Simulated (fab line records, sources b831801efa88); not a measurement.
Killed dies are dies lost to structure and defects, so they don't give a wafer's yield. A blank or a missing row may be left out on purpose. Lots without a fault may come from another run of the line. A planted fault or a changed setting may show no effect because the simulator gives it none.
Chamber matching | flow sky130 | SKY_VIA2_ETCH_15 on rie_diel-02: 4 sister chambers
The step etches SiO2 in C4F8/O2/Ar, stops on TiN, target depth 546 nm, time 85.76 s. 8 wafers are shown with their chamber, then 7 later ones without.

WAFERS WITH THEIR CHAMBER
wafer  | chamber | oes_product_au (a.u.)
L082.1 | 3       | 0.937
L082.2 | 2       | 0.935
L082.3 | 0       | 0.932
L082.4 | 1       | 0.937
L082.5 | 2       | 0.937
L082.6 | 1       | 0.934
L083.3 | 0       | 0.932
L083.4 | 3       | 0.937

WAFERS WITHOUT THEIR CHAMBER
wafer  | oes_product_au (a.u.)
L083.5 | 0.936
L094.1 | 0.933
L094.3 | 0.940
L094.4 | 0.938
L097.1 | 0.933
L097.2 | 0.937
L097.3 | 0.936

WHICH CHAMBER EACH WENT THROUGH
wafer  | from the rows above          | in truth
L083.5 | can't be placed: 2 or 1 or 3 | 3
L094.1 | can't be placed: 0 or 1 or 2 | 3
L094.3 | can't be placed: 3 or 2 or 1 | 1
L094.4 | can't be placed: 3 or 2 or 1 | 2
L097.1 | can't be placed: 0 or 1 or 2 | 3
L097.2 | can't be placed: 3 or 2 or 1 | 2
L097.3 | can't be placed: 2 or 1 or 3 | 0
Placed correctly: 0 of 7. Can't be placed from these rows: 7 (the true chamber is among the candidates in 4). Placed wrongly: 0.
How it was worked out, from the rows above alone: a wafer's distance from a chamber is the root of the sum, over the readings, of the square of ((its reading less the chamber's mean) divided by the reading's scatter). The wafer belongs to the nearest chamber; if the next one is less than 2 further off, it can't be placed. A chamber's mean is the mean of its shown wafers. The scatter: the root of (the sum of the squares of (reading less its chamber's mean) over the shown wafers, divided by (wafers less chambers)).
